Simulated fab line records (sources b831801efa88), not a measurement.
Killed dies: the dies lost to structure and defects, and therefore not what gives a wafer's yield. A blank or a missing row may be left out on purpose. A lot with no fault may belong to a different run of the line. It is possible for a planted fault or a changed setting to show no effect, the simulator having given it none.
Problem report, 8D (eight disciplines) form, completed by code	flow gf180mcu	the parts of the form that need people (team, actions taken, sign-off) are left out

## 1. WHAT IS WRONG
Across 9 wafers from 3 lots, HV_LDD_4_TW at GF_HV_LDD_TW_MEAS_50 averages 513, while fault-free wafers read 574 with a standard deviation of 10. That is -6.1 standard deviations from the usual mean.
Seen first at day 15 20:19 on film-metro-03, wafer L357.2. The record holds 42 wafers of 14 lots with a number at this step. The rule behind "out" and "out of limits": a value lying over 4 standard deviations away from the usual mean. The other wafers with a number count as sound.

## 2. WHAT IT IS, WHAT IT ISN'T
question	is	is not
which readings at this step	HV_LDD_4_TW	-
which lots	L357, L358, L359	L349, L350, L352, L362, L363, L364, L365, L366, L368, L369, L370
which wafers of those lots	all that have a number	-
read on which gauges	film-metro-02, film-metro-03	film-metro-04
when	from day 15 20:19	up to then (9 sound wafers); but 24 sound wafers of L362, L363, L364, L365, L366, L368, L369, L370 came after

## 3. THE SUSPECTS, EACH WITH WHAT RULES IT OUT
Counting: a tool at any process step up to the reading remains a suspect when it ran all the lots that are out and ran no sound lot after the first of those.
- the gauge at GF_HV_LDD_TW_MEAS_50: ruled out. 2 gauges (film-metro-02, film-metro-03) read the wafers that are out.
- implanter-04 at GF_HV_LDD_IMPLANT_48: ruled out as a lasting fault. Following L357 (day 15 20:05), the first lot on it that is out, the sound lots L370 were run on it.
Left after counting: nothing in the record.

## 4. THE CAUSE (what the simulator had put in)
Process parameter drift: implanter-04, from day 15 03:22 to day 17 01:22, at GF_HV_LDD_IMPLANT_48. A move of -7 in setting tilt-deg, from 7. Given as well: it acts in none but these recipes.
It was ruled out by counting, in error; the rule expects a fault to strike all lots run on its tool from its start on, and this fault did not.

## 5. THE EFFECT CHAIN, in route order
Rows list readings where the struck wafers' mean (over those with a number) sits beyond 3 standard deviations from the usual. Only readings for which the record gives a usual standard deviation are gone through. hours: the time from each lot's start at the first step in this table that gives one to its start at this step, as a median over the lots. sigmas: the change in usual standard deviations.
hours	step	reading	usual	on struck wafers	change	sigmas
0	GF_HV_LDD_IMPLANT_48	tilt-deg	6.996 degrees	-0.002	-6.998	-99 or more
0	GF_HV_LDD_TW_MEAS_50	HV_LDD_4_TW	574	513	-61	-6.1
Its process steps:
- GF_HV_LDD_IMPLANT_48
At these later measuring or inspecting steps, every struck wafer for which the step has a row has a number for every such reading, and none has moved that far: GF_SALICIDE_RS_MEAS_04, GF_M1_RS_MEAS_05.

## 6. WHAT WOULD HAVE CAUGHT IT SOONER
17 hours passed between the start of the fault at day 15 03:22 and the first reading out of limits at a measuring or inspecting step in this record, taken at day 15 20:19.
The tool's own readings at GF_HV_LDD_IMPLANT_48 were out on every struck wafer that the step has a row for (tilt-deg): an alarm limit on them would have fired on the first of those.
